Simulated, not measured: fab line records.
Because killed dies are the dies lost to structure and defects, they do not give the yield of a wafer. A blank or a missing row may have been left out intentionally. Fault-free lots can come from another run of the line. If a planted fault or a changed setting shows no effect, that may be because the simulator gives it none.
Which tool is to blame? || flow gf180mcu || 7 lots (21 wafers sampled), 1 step of a 602-step route

## WHAT THE GAUGES SHOWED, per wafer
GF_POLY_GATE_CD_MEAS_18.
{"lot": "L173", "measured": "day 11 01:25", "on": "cd-sem-02", "cd-nm (nm)": "279.1 279.9 279.0"}
{"lot": "L174", "measured": "day 11 05:26", "on": "cd-sem-02", "cd-nm (nm)": "278.5 281.8 278.2"}
{"lot": "L176", "measured": "day 11 22:51", "on": "cd-sem-02", "cd-nm (nm)": "280.9 280.4 280.3"}
{"lot": "L178", "measured": "day 12 14:44", "on": "cd-sem-01", "cd-nm (nm)": "278.3 279.7 275.7"}
{"lot": "L187", "measured": "day 15 02:57", "on": "cd-sem-02", "cd-nm (nm)": "281.4 280.0 281.8"}
{"lot": "L189", "measured": "day 15 22:53", "on": "cd-sem-02", "cd-nm (nm)": "278.1 277.8 277.2"}
{"lot": "L191", "measured": "day 16 10:29", "on": "cd-sem-02", "cd-nm (nm)": "278.0 277.6 279.1"}

## TOOL THAT RAN EACH LOT (tool first, then ch and the chambers of the sampled wafers, then the start)
There is no process step in the record ahead of these readings.

## THE ANSWER, worked out from the rows above alone
Rule: what is usual is taken from the lots themselves. The widest of any qualifying gaps counts: lots, ordered by their means at a reading, are off when they make up no more than a third of the lots, leave a main group of 4 or more, and stand apart from it by 3 or more times the standard deviation of that group's means. Not used: any main group whose means are identical at the precision the tables above print for the reading. Also off: a lot with no number at a reading for which 4 or more lots have one. Where the step has rows for the other lots, those lots are counted as sound.
Nothing can be told from this: no lot is off at any reading shown.

## WHAT HAD BEEN PUT IN BY THE SIMULATOR
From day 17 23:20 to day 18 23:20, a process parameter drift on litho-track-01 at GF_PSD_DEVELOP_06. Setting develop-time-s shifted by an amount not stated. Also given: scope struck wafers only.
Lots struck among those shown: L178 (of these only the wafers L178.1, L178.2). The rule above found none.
